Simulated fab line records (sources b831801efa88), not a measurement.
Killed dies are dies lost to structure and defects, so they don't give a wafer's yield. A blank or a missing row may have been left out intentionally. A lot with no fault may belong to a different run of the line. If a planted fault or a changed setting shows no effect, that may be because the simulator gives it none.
One fault seen from 2 desks :: flow sky130 :: what lay behind the numbers comes last; until then each desk has only its own

FROM THE METROLOGY DESK
What the gauges read for every lot (on any tool): the sampled wafers with a number, averaged. The brackets show how far a lot's mean lies from the usual mean; more than 4 standard deviations puts the lot out of limits, marked OUT.
Columns: A = VT_ADJUST_HVTR_TW at SKY_VT_ADJUST_HVTR_TW_MEAS_11, usual 210.3; B = GATE_OXIDE_OVL at SKY_GATE_OXIDE_OVL_MEAS_10, usual -0.3 nm; C = LDD_HVP_OVL at SKY_LDD_HVP_OVL_MEAS_07, usual -0.3 nm; D = POLY_CUT_OVL at SKY_POLY_CUT_OVL_MEAS_09, usual -4 nm
lot: L620
first seen here: day 9 04:01
A: 206.6
B: -0.1
C: -1.6
D: -9

lot: L622
first seen here: day 9 16:14
A: 212.2
B: 0.2
C: 0.1
D: -5

lot: L624
first seen here: day 10 14:25
A: 212.3
B: -0.3
C: 0.7
D: -2

lot: L626
first seen here: day 11 02:52
A: 230.4 (+8.1) OUT
B: -1.4
C: 0.7
D: 1

lot: L627
first seen here: day 11 06:43
A: 213.8
B: -0.4
C: 0.6
D: -8

lot: L628
first seen here: day 11 13:05
A: 230.0 (+7.9) OUT
B: -0.2
C: 0.2
D: -7

lot: L632
first seen here: day 12 23:19
A: 212.3
B: 0.6
C: -0.5
D: -1

lot: L634
first seen here: day 13 11:17
A: 207.2
B: 0.3
C: -0.6
D: -3

lot: L637
first seen here: day 15 00:01
A: 206.2
B: 1.5
C: 0.4
D: 2

lot: L638
first seen here: day 15 16:13
A: 211.8
B: -0.6
C: 0.2
D: -12

lot: L639
first seen here: day 15 17:13
A: 212.1
B: -1.0
C: 0.9
D: -5

lot: L641
first seen here: day 16 06:07
A: 212.8
B: -0.4
C: 0.8
D: -8

lot: L640
first seen here: day 16 06:24
A: 206.5
B: 0.8
C: -1.1
D: 1
This desk finds L626, L628 out of limits, with the earliest case on L626 at day 11 02:52 (VT_ADJUST_HVTR_TW at SKY_VT_ADJUST_HVTR_TW_MEAS_11). L620, L622, L624, L627, L632, L634, L637, L638, L639, L641, L640: within limits.

DESK OF THE TOOL OWNER: implanter-02
SKY_VT_ADJUST_HVTR_IMPLANT_09, tool's own readings: per-lot mean of the sampled wafers with a number, covering each lot this tool ran. The brackets show how far a lot's mean lies from the usual mean; more than 4 standard deviations puts the lot out of limits, marked OUT.
Columns: A = beam on s at SKY_VT_ADJUST_HVTR_IMPLANT_09, usual 10.01 s; B = dose ions cm2 at SKY_VT_ADJUST_HVTR_IMPLANT_09, usual 2.0999e+12; C = faraday current uA at SKY_VT_ADJUST_HVTR_IMPLANT_09, usual 11.83
lot: L620
first seen here: day 9 03:46
A: 10.16
B: 2.0961e+12
C: 11.63

lot: L622
first seen here: day 9 16:01
A: 10.04
B: 2.0995e+12
C: 11.79

lot: L626
first seen here: day 11 02:37
A: 9.89
B: 2.8029e+12 (+99 or more) OUT
C: 15.94 (+19) OUT

lot: L628
first seen here: day 11 12:51
A: 10.03
B: 2.8000e+12 (+99 or more) OUT
C: 15.75 (+18) OUT

lot: L637
first seen here: day 14 23:47
A: 10.05
B: 2.1012e+12
C: 11.77
This desk finds L626, L628 out of limits, L626 being first, at day 11 02:37 (dose ions cm2 at SKY_VT_ADJUST_HVTR_IMPLANT_09). L620, L622, L637: within limits.

BROUGHT TOGETHER
On L626, L628, at day 11 02:37, an alarm was possible from the tool owner's desk.
At day 11 02:52 the metrology desk could have sounded an alarm, on L626, L628.
On implanter-02, each named lot ran SKY_VT_ADJUST_HVTR_IMPLANT_09.

WHAT THE SIMULATOR HAD INSERTED
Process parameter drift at SKY_VT_ADJUST_HVTR_IMPLANT_09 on implanter-02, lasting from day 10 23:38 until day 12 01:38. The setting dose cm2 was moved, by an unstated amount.
Shown lots that were struck: L626, L628.
Time in hours from fault onset to the first out-of-limits reading at each desk: tool owner's desk 3, metrology desk 3.
